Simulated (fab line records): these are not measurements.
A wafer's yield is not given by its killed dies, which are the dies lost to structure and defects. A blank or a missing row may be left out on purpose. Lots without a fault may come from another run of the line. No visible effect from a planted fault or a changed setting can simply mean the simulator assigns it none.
Which tool is to blame? ; flow gf180mcu ; 12 lots with 36 wafers sampled at 2 steps, on a route of 602 steps

## WHAT THE GAUGES READ, wafer by wafer
GF_M3_OVL_MEAS_15.
lot;measured;on;M3_OVL (nm)
L075;day 21 18:39;overlay-02;-9 -3 -10
L077;day 22 13:14;overlay-01;1 4 4
L079;day 23 04:08;overlay-01;3 4 5
L081;day 23 23:53;overlay-01;-5 -6 1
L083;day 24 17:20;overlay-01;-4 -9 0
L085;day 25 07:44;overlay-01;3 -1 11
L087;day 25 21:02;overlay-01;-4 -6 1
L089;day 26 19:03;overlay-01;-1 -6 5
L091;day 27 07:43;overlay-02;2 5 3
L093;day 27 23:32;overlay-02;-1 -1 -6
L095;day 28 08:28;overlay-01;1 -2 2
L097;day 28 22:56;overlay-02;-2 -1 0

## TOOL THAT RAN EACH LOT (tool first, then ch and the chambers of the sampled wafers, then the start)
lot;GF_VT_IMPLANT_STRIP_09
L075;plasma asher-01 ch 0,1, day 5 20:12
L077;plasma asher-02 ch 0,1, day 6 08:28
L079;plasma asher-01 ch 0,1, day 6 20:38
L081;plasma asher-01 ch 0,1, day 7 08:34
L083;plasma asher-02 ch 0,1, day 7 21:55
L085;plasma asher-02 ch 0,1, day 8 10:37
L087;plasma asher-01 ch 0,1, day 8 22:19
L089;plasma asher-04 ch 0,1, day 9 15:38
L091;plasma asher-02 ch 0, day 10 00:40
L093;plasma asher-02 ch 0,1, day 10 15:02
L095;plasma asher-02 ch 1, day 11 00:28
L097;plasma asher-01 ch 0,1, day 11 13:25
- GF_VT_IMPLANT_STRIP_09: strips in O2/N2.

## THE ANSWER, worked out from the rows above alone
Rule: what is usual is taken from the lots themselves. Put in order of their means at a reading, lots are off if they are a third of the lots or fewer, leave a main group of 4 or more, and stand apart from it by a gap of 3 or more times the standard deviation of the main group's means; of several such gaps the widest counts. A main group whose means are all the same, to the digits that the tables above print for the reading, isn't used. A lot without any number at a reading at which 4 lots or more have one is off too. The other lots that the step has rows for count as sound.
No lot is off at any reading shown: from this, nothing can be told.

## WHAT HAD BEEN PUT IN BY THE SIMULATOR
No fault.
